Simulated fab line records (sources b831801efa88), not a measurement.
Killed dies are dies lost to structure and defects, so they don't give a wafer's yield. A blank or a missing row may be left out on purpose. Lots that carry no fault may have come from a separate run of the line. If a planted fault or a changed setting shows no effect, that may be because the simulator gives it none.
Chamber matching + flow sky130 + SKY_CONTACT_HDPCVD_02 on hdpcvd-02: 3 sister chambers
The step deposits SiO2, target thk 565 nm, time 94.2 s. 3 wafers are shown with their chamber, then 8 later ones without.

WAFERS, EACH WITH ITS CHAMBER
| wafer  | chamber | run_length_s (s) |
|--------|---------|------------------|
| L492.3 | 1       | 121.9            |
| L492.4 | 2       | 122.0            |
| L495.1 | 0       | 122.4            |

WAFERS WITHOUT THEIR CHAMBER
| wafer  | run_length_s (s) |
|--------|------------------|
| L495.4 | 122.2            |
| L495.6 | 122.2            |
| L496.3 | 122.3            |
| L496.5 | 121.9            |
| L496.6 | 122.1            |
| L497.2 | 122.2            |
| L497.3 | 122.4            |
| L497.6 | 122.6            |

CHAMBER TAKEN BY EACH
| wafer  | from the rows above          | in truth                   |
|--------|------------------------------|----------------------------|
| L495.4 | can't be placed: 0 or 2 or 1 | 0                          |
| L495.6 | can't be placed: 0 or 2 or 1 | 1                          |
| L496.3 | can't be placed: 0 or 2 or 1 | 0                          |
| L496.5 | can't be placed: 1 or 2      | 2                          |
| L496.6 | can't be placed: 2 or 1 or 0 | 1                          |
| L497.2 | can't be placed: 0 or 2 or 1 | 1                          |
| L497.3 | 0                            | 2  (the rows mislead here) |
| L497.6 | 0                            | 0                          |
Correct placement for 1 of the 8. From these rows, 6 cannot be placed; in 6 the true chamber is one of the candidates. 1 placed wrongly.
How it was worked out, from the rows above alone: a wafer's distance from a chamber is the root of the sum, over the readings, of the square of ((its reading less the chamber's mean) divided by the reading's scatter). The wafer belongs to the nearest chamber; if the next one is less than 2 further off, it can't be placed. For every chamber, the mean is computed from those of its wafers that are shown. The scatter: with one shown wafer a chamber, the root of the mean of the squares of how far each hidden wafer lies from its nearest shown one.
